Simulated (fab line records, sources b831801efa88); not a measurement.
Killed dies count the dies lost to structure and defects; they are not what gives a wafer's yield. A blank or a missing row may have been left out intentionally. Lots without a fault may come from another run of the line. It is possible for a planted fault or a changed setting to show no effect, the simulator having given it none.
Problem report, 8D (eight disciplines) form, completed by code :: flow gf180mcu :: the parts of the form that need people (team, actions taken, sign-off) are left out

== 1. WHAT WENT WRONG ==
Wafers without a fault read 400.3 nm, standard deviation 2.2; cd_nm at GF_NSD_CD_MEAS_07 reads a mean of 388.0 nm on 6 wafers belonging to 2 lots. Relative to the usual mean, that is a shift of -5.6 standard deviations.
The step: target cd 400 nm.
The first sign was on wafer L270.4 at day 19 11:07, on cd_sem-02. Wafers with a number at this step in the record: 39, from 13 lots. The rule behind "out" and "out of limits": a value lying over 4 standard deviations away from the usual mean. The other wafers with a number count as sound.

== 2. WHAT IT IS AND WHAT IT IS NOT ==
question: which readings at this step
is: cd_nm
is not: -

question: which lots
is: L270, L271
is not: L253, L255, L258, L259, L261, L262, L263, L265, L266, L267, L274

question: which wafers of those lots
is: all that have a number
is not: -

question: read on which gauges
is: cd_sem-02
is not: cd_sem-01

question: when
is: from day 19 11:07
is not: up to then (30 sound wafers); but 3 sound wafers of L274 came after

== 3. THE SUSPECTS, EACH WITH WHAT RULES IT OUT ==
Counting: any tool at a process step up to the reading is kept as a suspect provided that every lot that is out went through it and no sound lot did after the first of them.
- the gauge at GF_NSD_CD_MEAS_07: kept. All the wafers that are out were read on cd_sem-02, and no step on other tools shows them out.
- rtp_anneal-01 at GF_HV_LDD_RTA_52 (time 10 s): kept. It ran every lot that is out, first L270 (day 18 07:28), and no sound lot after that; its last sound lot up to then is L267 (day 17 12:08).
- litho_track-04 at GF_NSD_DEVELOP_06 (develop time 60 s): kept. It ran every lot that is out, first L270 (day 19 10:58), and no sound lot after that; its last sound lot up to then is L265 (day 17 21:48).
Still standing after the count: rtp_anneal-01 at GF_HV_LDD_RTA_52, litho_track-04 at GF_NSD_DEVELOP_06, cd_sem-02 at GF_NSD_CD_MEAS_07.

== 4. THE CAUSE (what the simulator had put in) ==
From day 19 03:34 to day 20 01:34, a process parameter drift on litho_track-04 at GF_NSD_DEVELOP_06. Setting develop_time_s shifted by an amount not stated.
Counting left 3 suspects, and this tool is among them.

== 5. SEQUENCE OF EFFECTS, ordered by route ==
Rows list readings where the struck wafers' mean (over those with a number) sits beyond 3 standard deviations from the usual. Only readings for which the record gives a usual standard deviation are gone through. hours: the time from each lot's start at the first step in this table that gives one to its start at this step, as a median over the lots. sigmas: the change in usual standard deviations.
hours: 0
step: GF_NSD_CD_MEAS_07
reading: cd_nm
usual: 400.3 nm
on struck wafers: 388.0
change: -12.3
sigmas: -5.6

== 6. WHAT WOULD HAVE CAUGHT IT SOONER ==
The first out-of-limits reading at a measuring or inspecting step in this record came at day 19 11:07, 8 hours after the fault's start at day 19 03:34.
Among the 2 lots that are out, L271 began GF_NSD_DEVELOP_06 on litho_track-04 after day 19 11:07. Had the tool been put on hold then, it would have been spared.
